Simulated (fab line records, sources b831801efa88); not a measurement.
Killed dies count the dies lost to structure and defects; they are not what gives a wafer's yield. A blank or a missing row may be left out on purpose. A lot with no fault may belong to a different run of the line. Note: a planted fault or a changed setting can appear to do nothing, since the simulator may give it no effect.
One fault through the eyes of 2 desks | flow gf180mcu | numbers are kept per desk, each desk with only its own; the story behind them comes last

## METROLOGY DESK
What the gauges read for every lot (on any tool): the sampled wafers with a number, averaged. If a lot's mean is further than 4 standard deviations from the usual mean, the lot is out of limits and carries the mark OUT (the distance appears in the brackets).
Columns: A = VT_IMPLANT_TW at GF_VT_IMPLANT_TW_MEAS_10, usual 565
lot  | first seen here | A
L112 | day 5 17:07     | 561
L114 | day 6 03:28     | 570
L115 | day 6 14:04     | 570
L116 | day 6 14:15     | 569
L117 | day 6 18:52     | 564
L119 | day 7 08:34     | 568
L120 | day 7 15:43     | 566
L122 | day 8 06:13     | 563
L124 | day 8 15:42     | 569
L130 | day 10 07:08    | 566
L132 | day 10 16:07    | 561
L133 | day 10 22:44    | 562
L135 | day 11 11:22    | 563
This desk's finding: nothing out of limits on any of the 13 lots.

## FOR THE TOOL OWNER'S DESK: litho_track-04
The tool's own readings at GF_DUAL_GATE_DEVELOP_10 (develop time 60 s): means of the sampled wafers that have a number, for each lot that ran on this tool. If a lot's mean is further than 4 standard deviations from the usual mean, the lot is out of limits and carries the mark OUT (the distance appears in the brackets).
Columns: A = developer_temp_C at GF_DUAL_GATE_DEVELOP_10, usual 23.01 C; B = resist_line_temp_C at GF_DUAL_GATE_DEVELOP_10, usual 22.99 C
lot  | first seen here | A               | B
L115 | day 9 08:55     | 22.98           | 23.00
L116 | day 9 11:13     | 23.05           | 22.96
L117 | day 9 14:15     | 22.99           | 23.01
L122 | day 11 09:01    | 22.98           | 22.96
L130 | day 13 11:13    | 25.20 (+22) OUT | 22.83
L132 | day 13 22:16    | 25.30 (+23) OUT | 22.98
This desk's verdict: out of limits on L130, L132, starting with L130 at day 13 11:13 (developer_temp_C at GF_DUAL_GATE_DEVELOP_10). L115, L116, L117, L122 stayed within limits.

## TAKEN TOGETHER
The tool owner's desk had the chance to raise an alarm at day 13 11:13 on L130, L132.
Metrology desk: nothing out of limits seen.
The metrology desk has L130, L132 on record, within its limits.
On litho_track-04, each named lot ran GF_DUAL_GATE_DEVELOP_10.

## WHAT HAD BEEN PUT IN BY THE SIMULATOR
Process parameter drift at GF_DUAL_GATE_DEVELOP_10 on litho_track-04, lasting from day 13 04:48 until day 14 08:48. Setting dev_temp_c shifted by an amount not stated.
Shown lots that were struck: L130, L132.
Each desk's first reading out of limits, in hours after the fault started: the tool owner's desk, 6.
